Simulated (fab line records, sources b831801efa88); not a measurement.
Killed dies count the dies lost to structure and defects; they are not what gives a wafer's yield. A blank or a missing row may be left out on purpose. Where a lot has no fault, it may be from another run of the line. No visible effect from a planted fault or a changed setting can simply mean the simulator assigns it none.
Which tool was responsible? || flow gf180mcu || 13 lots, 39 wafers sampled, at 2 steps of a route of 602

WHAT THE GAUGES SHOWED, per wafer
GF_PSD_TW_MEAS_11.
{"lot": "L233", "measured": "day 15 11:32", "on": "filmMetro-01", "PSD_TW": "3217 3209 3208"}
{"lot": "L234", "measured": "day 15 13:05", "on": "filmMetro-03", "PSD_TW": "3162 3186 3177"}
{"lot": "L235", "measured": "day 16 03:40", "on": "filmMetro-03", "PSD_TW": "3173 3175 3182"}
{"lot": "L236", "measured": "day 16 04:41", "on": "filmMetro-01", "PSD_TW": "3211 3212 3210"}
{"lot": "L237", "measured": "day 16 17:26", "on": "filmMetro-01", "PSD_TW": "3212 3200 3204"}
{"lot": "L240", "measured": "day 17 09:52", "on": "filmMetro-01", "PSD_TW": "3199 3196 3196"}
{"lot": "L241", "measured": "day 17 20:05", "on": "filmMetro-01", "PSD_TW": "3195 3201 3202"}
{"lot": "L242", "measured": "day 18 04:03", "on": "filmMetro-02", "PSD_TW": "3111 3103 3102"}
{"lot": "L243", "measured": "day 18 10:59", "on": "filmMetro-02", "PSD_TW": "3125 3116 3111"}
{"lot": "L244", "measured": "day 18 20:25", "on": "filmMetro-01", "PSD_TW": "3240 3218 3245"}
{"lot": "L245", "measured": "day 19 07:16", "on": "filmMetro-01", "PSD_TW": "3202 3202 3224"}
{"lot": "L248", "measured": "day 20 06:14", "on": "filmMetro-02", "PSD_TW": "3163 3144 3149"}
{"lot": "L253", "measured": "day 21 19:02", "on": "filmMetro-02", "PSD_TW": "3148 3152 3157"}

EACH LOT AND THE TOOL THAT RAN IT (in order: tool; ch and the chambers of the sampled wafers; start)
{"lot": "L233", "GF_HV_LDD_ETCHBACK_58": "rieDiel-01 ch 1,2,3, day 13 17:36"}
{"lot": "L234", "GF_HV_LDD_ETCHBACK_58": "rieDiel-04 ch 0,1,2, day 13 19:23"}
{"lot": "L235", "GF_HV_LDD_ETCHBACK_58": "rieDiel-04 ch 0,2,3, day 14 07:01"}
{"lot": "L236", "GF_HV_LDD_ETCHBACK_58": "rieDiel-03 ch 0,2,3, day 14 08:27"}
{"lot": "L237", "GF_HV_LDD_ETCHBACK_58": "rieDiel-01 ch 0,1,3, day 14 20:11"}
{"lot": "L240", "GF_HV_LDD_ETCHBACK_58": "rieDiel-04 ch 1,2,3, day 15 12:45"}
{"lot": "L241", "GF_HV_LDD_ETCHBACK_58": "rieDiel-01 ch 1,2,3, day 15 21:59"}
{"lot": "L242", "GF_HV_LDD_ETCHBACK_58": "rieDiel-03 ch 0,2,3, day 16 05:38"}
{"lot": "L243", "GF_HV_LDD_ETCHBACK_58": "rieDiel-03 ch 0,1, day 16 12:32"}
{"lot": "L244", "GF_HV_LDD_ETCHBACK_58": "rieDiel-04 ch 1,2,3, day 16 21:12"}
{"lot": "L245", "GF_HV_LDD_ETCHBACK_58": "rieDiel-01 ch 0,3, day 17 05:56"}
{"lot": "L248", "GF_HV_LDD_ETCHBACK_58": "rieDiel-01 ch 0,1,2, day 18 05:00"}
{"lot": "L253", "GF_HV_LDD_ETCHBACK_58": "rieDiel-04 ch 0,1,3, day 19 18:19"}
- GF_HV_LDD_ETCHBACK_58: etches Si3N4 in CH3F/O2, stops on SiO2, time 100 s, target depth 90 nm.

AS READ BY THE TOOLS THEMSELVES (means over the sampled wafers that have a number; for cases with no such wafer, the mark the record gives instead)
GF_HV_LDD_ETCHBACK_58.
{"lot": "L233", "tool": "rieDiel-01", "biasW (W)": 80.06, "drypumpMotorCurrentA (A)": 5.6, "oesProductAu (a.u.)": 0.840, "throttleValvePct (%)": 10.564}
{"lot": "L234", "tool": "rieDiel-04", "biasW (W)": 80.13, "drypumpMotorCurrentA (A)": 5.9, "oesProductAu (a.u.)": 0.846, "throttleValvePct (%)": 10.555}
{"lot": "L235", "tool": "rieDiel-04", "biasW (W)": 80.22, "drypumpMotorCurrentA (A)": 6.0, "oesProductAu (a.u.)": 0.838, "throttleValvePct (%)": 10.551}
{"lot": "L236", "tool": "rieDiel-03", "biasW (W)": 79.93, "drypumpMotorCurrentA (A)": 5.8, "oesProductAu (a.u.)": 0.841, "throttleValvePct (%)": 10.575}
{"lot": "L237", "tool": "rieDiel-01", "biasW (W)": 79.73, "drypumpMotorCurrentA (A)": 5.9, "oesProductAu (a.u.)": 0.842, "throttleValvePct (%)": 10.559}
{"lot": "L240", "tool": "rieDiel-04", "biasW (W)": 80.06, "drypumpMotorCurrentA (A)": 6.0, "oesProductAu (a.u.)": 0.843, "throttleValvePct (%)": 10.568}
{"lot": "L241", "tool": "rieDiel-01", "biasW (W)": 80.08, "drypumpMotorCurrentA (A)": 5.6, "oesProductAu (a.u.)": 0.841, "throttleValvePct (%)": 10.557}
{"lot": "L242", "tool": "rieDiel-03", "biasW (W)": 80.04, "drypumpMotorCurrentA (A)": 5.8, "oesProductAu (a.u.)": 0.844, "throttleValvePct (%)": 10.561}
{"lot": "L243", "tool": "rieDiel-03", "biasW (W)": 79.99, "drypumpMotorCurrentA (A)": 5.4, "oesProductAu (a.u.)": 0.833, "throttleValvePct (%)": 10.565}
{"lot": "L244", "tool": "rieDiel-04", "biasW (W)": 80.12, "drypumpMotorCurrentA (A)": 5.9, "oesProductAu (a.u.)": 0.837, "throttleValvePct (%)": 10.560}
{"lot": "L245", "tool": "rieDiel-01", "biasW (W)": 79.90, "drypumpMotorCurrentA (A)": 6.0, "oesProductAu (a.u.)": 0.849, "throttleValvePct (%)": 10.567}
{"lot": "L248", "tool": "rieDiel-01", "biasW (W)": 74.21, "drypumpMotorCurrentA (A)": 5.6, "oesProductAu (a.u.)": 0.834, "throttleValvePct (%)": 10.553}
{"lot": "L253", "tool": "rieDiel-04", "biasW (W)": 80.03, "drypumpMotorCurrentA (A)": 6.2, "oesProductAu (a.u.)": 0.834, "throttleValvePct (%)": 10.562}

THE ANSWER, worked out from the rows above alone
Rule: what is usual is taken from the lots themselves. The widest of any qualifying gaps counts: lots, ordered by their means at a reading, are off when they make up no more than a third of the lots, leave a main group of 4 or more, and stand apart from it by 3 or more times the standard deviation of that group's means. Not used: any main group whose means are identical at the precision the tables above print for the reading. A lot without any number at a reading at which 4 lots or more have one is off too. The other lots that the step has rows for count as sound. Order of review: gauges by route order, followed by the tools' own readings, for which a lot's mean as printed above is used. At the first step where some lot is off, the reading lying furthest off is the one used; lots without a number count as furthest.
Off: L248 (GF_HV_LDD_ETCHBACK_58, biasW). The main group has a mean of 80.02 W with a standard deviation of 0.12.
If a tool, at that step or one of the process steps before it, ran each lot that is off and ran no sound lot following the first of them, it fits. One fits: GF_HV_LDD_ETCHBACK_58 on rieDiel-01. A fault onset in the window from L245 (day 17 05:56, its last sound lot) to L248 (day 18 05:00, its first lot off) fits.
The tool's own readings at GF_HV_LDD_ETCHBACK_58 bear it out: on the lots that are off they differ by more than 5 times the standard deviation of the sound lots' means. biasW reads 74.21 W there against 80.02 W on the sound lots.

WHAT THE SIMULATOR PUT IN
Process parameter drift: rieDiel-01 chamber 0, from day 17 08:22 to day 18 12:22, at GF_HV_LDD_ETCHBACK_58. Setting biasW, moved by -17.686, from 80. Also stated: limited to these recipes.
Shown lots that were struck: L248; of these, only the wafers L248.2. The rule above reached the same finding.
